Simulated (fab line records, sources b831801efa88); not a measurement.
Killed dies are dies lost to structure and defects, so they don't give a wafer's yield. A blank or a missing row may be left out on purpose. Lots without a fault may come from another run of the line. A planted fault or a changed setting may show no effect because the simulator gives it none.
Chamber matching | flow sky130 | SKY_METAL3_ETCH_17 on rie_diel-02: 4 sister chambers
The step etches SiO2 in C4F8/O2/Ar, stops on TiN, time 3.9 s, target depth 15 nm. 4 wafers are shown with their chamber, then 10 later ones without.

WAFERS WITH THEIR CHAMBER
wafer  | chamber | oes_product_au (a.u.)
L088.1 | 3       | 0.754
L088.3 | 0       | 0.750
L090.1 | 1       | 0.749
L090.4 | 2       | 0.749

WAFERS WITHOUT THEIR CHAMBER
wafer  | oes_product_au (a.u.)
L090.6 | 0.757
L091.1 | 0.758
L091.2 | 0.757
L091.4 | 0.765
L097.2 | 0.755
L097.3 | 0.743
L097.6 | 0.758
L096.1 | 0.744
L096.2 | 0.736
L096.3 | 0.732

WHICH CHAMBER EACH WENT THROUGH
wafer  | from the rows above               | in truth
L090.6 | can't be placed: 3 or 0 or 1 or 2 | 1
L091.1 | can't be placed: 3 or 0 or 1 or 2 | 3
L091.2 | can't be placed: 3 or 0 or 1 or 2 | 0
L091.4 | can't be placed: 3 or 0 or 1 or 2 | 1
L097.2 | can't be placed: 3 or 0 or 1 or 2 | 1
L097.3 | can't be placed: 1 or 2 or 0 or 3 | 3
L097.6 | can't be placed: 3 or 0 or 1 or 2 | 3
L096.1 | can't be placed: 1 or 2 or 0 or 3 | 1
L096.2 | can't be placed: 1 or 2 or 0 or 3 | 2
L096.3 | can't be placed: 1 or 2 or 0 or 3 | 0
Placed correctly: 0 of 10. Can't be placed from these rows: 10 (the true chamber is among the candidates in 10). Placed wrongly: 0.
How it was worked out, from the rows above alone: a wafer's distance from a chamber is the root of the sum, over the readings, of the square of ((its reading less the chamber's mean) divided by the reading's scatter). The wafer belongs to the nearest chamber; if the next one is less than 2 further off, it can't be placed. A chamber's mean is the mean of its shown wafers. The scatter: with one shown wafer a chamber, the root of the mean of the squares of how far each hidden wafer lies from its nearest shown one.
